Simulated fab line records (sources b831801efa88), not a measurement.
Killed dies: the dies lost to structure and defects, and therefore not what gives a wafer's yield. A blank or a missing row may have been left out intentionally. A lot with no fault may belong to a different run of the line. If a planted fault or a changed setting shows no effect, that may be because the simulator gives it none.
8D (eight disciplines) problem report, filled in by code | flow sky130 | the parts of the form that need people (team, actions taken, sign-off) are left out

## 1. THE PROBLEM
Across 2 wafers from 2 lots, METAL2_ALCU_RS at SKY_METAL2_RS_MEAS_05 averages 0.0868 ohm/sq, while fault-free wafers read 0.1263 ohm/sq with a standard deviation of 0.0011. That puts it -36 standard deviations away from the usual mean.
The step: measures by four-point-probe.
First seen on wafer L756.4, day 37 12:10, on film metro-04. At this step, 42 wafers from 14 lots have a number in the record. Rule for "out", or "out of limits": more than 4 standard deviations from the usual mean. Any other wafer with a number is counted as sound.

## 2. WHAT THIS IS AND IS NOT
question                    | is                           | is not
which readings at this step | METAL2_ALCU_RS               | -
which lots                  | L756, L758                   | L745, L746, L748, L749, L750, L751, L753, L762, L765, L766, L767, L768
which wafers of those lots  | L756.4, L758.3               | L756.2, L756.3, L758.1, L758.6
read on which gauges        | film metro-03, film metro-04 | film metro-01
when                        | from day 37 12:10            | up to then (23 sound wafers); but 17 sound wafers of L758, L762, L765, L766, L767, L768 came after

## 3. SUSPECTS, AND WHAT RULES EACH OUT
Counting: any tool at a process step up to the reading remains a suspect provided it ran every lot that is out. Sound lots after the first of them don't rule it out here, since some wafers of a struck lot are sound.
- the gauge at SKY_METAL2_RS_MEAS_05 is ruled out. The wafers that are out were read on 2 gauges (film metro-03, film metro-04).
- pvd sputter-02 at SKY_METAL2_SPUTTER_02 (material AlCu, target thk 250 nm, time 13.3 s): kept. Ran every lot that is out, first one L756 (day 37 12:03); last sound lot up to then L753 (day 36 13:51).
Remaining after the count: pvd sputter-02 at SKY_METAL2_SPUTTER_02.

## 4. THE CAUSE (what the simulator had put in)
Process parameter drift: pvd sputter-02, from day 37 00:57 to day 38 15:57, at SKY_METAL2_SPUTTER_02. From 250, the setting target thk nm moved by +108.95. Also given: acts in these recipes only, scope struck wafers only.
After counting, this tool was the only one left.

## 5. THE CHAIN OF EFFECTS, in route order
One row per reading whose mean, taken over the struck wafers that have a number, lies over 3 standard deviations from the usual. Only readings whose record carries a usual standard deviation are examined. hours: median over the lots of the time between each lot's start at the first step of this table that gives one and its start at this step. sigmas: the change, counted in usual standard deviations.
hours | step                     | reading         | usual         | on struck wafers | change  | sigmas
0     | SKY_METAL2_RS_MEAS_05    | METAL2_ALCU_RS  | 0.1263 ohm/sq | 0.0868           | -0.0394 | -36
0     | SKY_METAL2_THK_MEAS_06   | METAL2_ALCU_THK | 251.7 nm      | 362.8            | +111.1  | +44
26    | SKY_METAL2_METAL_ETCH_19 | oes product au  | 0.855 a.u.    | 0.948            | +0.093  | +15
Its process steps:
- SKY_METAL2_METAL_ETCH_19: etches the open film in Cl2/BCl3, stops on SiO2, target depth 360 nm, time 78 s.

## 6. WHAT WOULD HAVE CAUGHT IT SOONER
11 hours passed between the start of the fault at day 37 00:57 and the first reading out of limits at a measuring or inspecting step in this record, taken at day 37 12:10.
Of the tool readings at SKY_METAL2_SPUTTER_02 for which the record gives a usual standard deviation, none was out on any struck wafer, so an alarm limit of 4 standard deviations on them would not have fired.
Of the lots that are out (2), L758 began SKY_METAL2_SPUTTER_02 on pvd sputter-02 after day 37 12:10. A tool hold placed at that time would have kept it from harm.
